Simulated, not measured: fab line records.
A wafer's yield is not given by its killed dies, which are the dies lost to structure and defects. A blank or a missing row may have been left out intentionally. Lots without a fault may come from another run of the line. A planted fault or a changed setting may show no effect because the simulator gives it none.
What tool caused it? :: flow sky130 :: 18 wafers sampled from 6 lots at 1 step of a route of 708

## WHAT THE GAUGES SHOWED, per wafer
SKY_LI_CONTACT_OVL_MEAS_13.
lot: L848
measured: day 29 17:38
on: overlay-01
LI_CONTACT_OVL (nm): -11 -4 -12

lot: L855
measured: day 32 06:36
on: overlay-02
LI_CONTACT_OVL (nm): -9 -16 -3

lot: L860
measured: day 33 17:56
on: overlay-02
LI_CONTACT_OVL (nm): -9 -8 -6

lot: L863
measured: day 34 20:23
on: overlay-01
LI_CONTACT_OVL (nm): -5 -6 -3

lot: L866
measured: day 35 21:38
on: overlay-02
LI_CONTACT_OVL (nm): -6 -7 -5

lot: L869
measured: day 36 14:34
on: overlay-01
LI_CONTACT_OVL (nm): -10 1 -9

## WHAT TOOL EACH LOT RAN ON (gives the tool, then ch and the chambers of the sampled wafers, and finally the start)
Before these readings, the record contains no process step.

## THE ANSWER, worked out from the rows above alone
Rule: usual is defined by the lots themselves. Put in order of their means at a reading, lots are off if they are a third of the lots or fewer, leave a main group of 4 or more, and stand apart from it by a gap of 3 or more times the standard deviation of the main group's means; of several such gaps the widest counts. A main group is skipped when, at the precision printed for the reading in the tables above, its means are all equal. A lot without any number at a reading at which 4 lots or more have one is off too. All remaining lots with rows at the step are treated as sound.
Nothing can be told from this: no lot is off at any reading shown.

## WHAT THE SIMULATOR HAD INSERTED
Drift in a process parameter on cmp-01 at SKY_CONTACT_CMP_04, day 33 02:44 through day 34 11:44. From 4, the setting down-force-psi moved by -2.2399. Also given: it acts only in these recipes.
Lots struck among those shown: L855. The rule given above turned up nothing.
